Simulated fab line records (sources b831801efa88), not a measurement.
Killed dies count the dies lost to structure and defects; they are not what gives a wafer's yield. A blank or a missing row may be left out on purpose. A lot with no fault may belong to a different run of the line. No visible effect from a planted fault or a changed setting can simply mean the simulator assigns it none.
Chamber matching | flow sky130 | rieDiel-03 running SKY_METAL3_ETCH_17: 4 sister chambers
The step etches SiO2 in C4F8/O2/Ar, stops on TiN, time 3.9 s, target depth 15 nm. 4 wafers are shown with their chamber, then 10 later ones without.

WAFERS, EACH WITH ITS CHAMBER
wafer  | chamber | oesProductAu (a.u.)
L088.4 | 3       | 0.765
L088.6 | 0       | 0.762
L092.1 | 1       | 0.748
L092.3 | 2       | 0.748

WAFERS WHOSE CHAMBER IS MISSING
wafer  | oesProductAu (a.u.)
L092.6 | 0.755
L094.2 | 0.753
L094.3 | 0.756
L094.4 | 0.756
L095.1 | 0.742
L095.5 | 0.749
L095.6 | 0.750
L096.2 | 0.740
L096.4 | 0.755
L096.6 | 0.747

EACH ONE'S CHAMBER
wafer  | from the rows above               | in truth
L092.6 | can't be placed: 0 or 1 or 2 or 3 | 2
L094.2 | can't be placed: 1 or 2 or 0 or 3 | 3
L094.3 | can't be placed: 0 or 1 or 2 or 3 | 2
L094.4 | can't be placed: 0 or 1 or 2 or 3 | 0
L095.1 | can't be placed: 1 or 2           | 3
L095.5 | can't be placed: 1 or 2           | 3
L095.6 | can't be placed: 1 or 2 or 0      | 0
L096.2 | can't be placed: 1 or 2           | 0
L096.4 | can't be placed: 0 or 1 or 2 or 3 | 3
L096.6 | can't be placed: 1 or 2           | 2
Placed correctly: 0 of 10. Not placeable from these rows: 10 (in 7, the candidates include the true chamber). Wrongly placed: 0.
How it was worked out, from the rows above alone: a wafer's distance from a chamber is the root of the sum, over the readings, of the square of ((its reading less the chamber's mean) divided by the reading's scatter). If the next closest chamber is less than 2 further off than the closest, the wafer can't be placed; otherwise it belongs to the closest. A chamber's mean is the mean of its shown wafers. The scatter: root of mean squared gap, hidden wafer to nearest shown wafer, with one shown wafer a chamber.
